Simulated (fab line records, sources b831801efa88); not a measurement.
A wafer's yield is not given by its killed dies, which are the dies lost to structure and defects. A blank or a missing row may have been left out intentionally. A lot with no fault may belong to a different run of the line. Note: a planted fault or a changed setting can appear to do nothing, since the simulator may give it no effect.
The same fault as seen by 2 desks -- flow sky130 -- each desk holds nothing but its own numbers, with what lay behind them at the end

## DESK OF THE TOOL OWNER: rieMetal-02
The tool's own readings at SKY_METAL4_ETCH_16 (etches BARC in N2/H2, stops on SiO2, time 88.2 s, target depth 60 nm): means of the sampled wafers that have a number, for each lot that ran on this tool. Marked OUT: a lot whose mean sits more than 4 standard deviations from the usual mean, which makes it out of limits; the brackets give that distance.
Columns: A = drypumpMotorCurrentA at SKY_METAL4_ETCH_16, usual 5.8 A; B = h2FlowSccm at SKY_METAL4_ETCH_16, usual 200.0 sccm; C = oesProductAu at SKY_METAL4_ETCH_16, usual 0.626 a.u.; D = runLengthS at SKY_METAL4_ETCH_16, usual 116.5 s; E = throttleValvePct at SKY_METAL4_ETCH_16, usual 13.205 %
lot,first seen here,A,B,C,D,E
L981,day 41 15:50,5.7,199.4,0.623,116.7,13.202
L983,day 42 13:59,6.1,199.6,0.624,116.9,13.208
L985,day 43 01:14,5.7,199.9,0.622,117.0,13.205
L986,day 43 10:22,5.7,199.7,0.626,116.7,13.210
L988,day 43 23:26,5.7,199.9,0.626,116.4,13.203
L989,day 44 04:26,6.1,200.0,0.623,116.7,13.209
L101,day 47 08:11,6.5,199.7,0.619,119.8 (+6.1) OUT,13.195
Finding of this desk: L101 out of limits; the first was L101 at day 47 08:11, on runLengthS at SKY_METAL4_ETCH_16. L981, L983, L985, L986, L988, L989 stayed within limits.

## THE METROLOGY DESK
Lot by lot, what the gauges showed, no matter which tool ran the lot: averages of those sampled wafers that carry a number. Marked OUT: a lot whose mean sits more than 4 standard deviations from the usual mean, which makes it out of limits; the brackets give that distance.
Columns: A = SONOS_ONO_CVD_04_THK at SKY_SONOS_ONO_THK_MEAS_05, usual 5.66 nm; B = VIA1_OVL at SKY_VIA1_OVL_MEAS_13, usual 1 nm; C = VIA2_HDPCVD_THK at SKY_VIA2_THK_MEAS_01, usual 1181 nm
lot,first seen here,A,B,C
L981,day 11 17:38,5.81,-3,1161
L983,day 12 15:13,5.62,7,1180
L984,day 12 21:08,5.58,3,1178
L985,day 13 04:11,5.66,-1,1186
L986,day 13 11:19,5.74,5,1186
L988,day 14 02:29,5.55,-2,1183
L989,day 14 09:57,5.66,6,1171
L990,day 14 21:24,5.77,-1,1181
L991,day 15 02:49,5.66,-6,1186
L101,day 18 21:53,5.58,2,1178
L102,day 19 07:10,5.59,-3,1189
L103,day 19 10:01,5.75,-3,1171
This desk's finding: nothing out of limits on any of the 12 lots.

## BROUGHT TOGETHER
An alarm could have come from the tool owner's desk at day 47 08:11, on L101.
Metrology desk: nothing out of limits seen.
The metrology desk has L101 on record, within its limits.
SKY_METAL4_ETCH_16 was run on rieMetal-02 by each of the lots named.

## WHAT THE SIMULATOR PUT IN
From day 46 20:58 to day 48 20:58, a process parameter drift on rieMetal-02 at SKY_METAL4_ETCH_16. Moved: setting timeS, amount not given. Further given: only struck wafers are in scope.
Lots struck among those shown: L101.
Delay in hours, fault start to first out-of-limits reading, by desk: the tool owner's desk at 11.
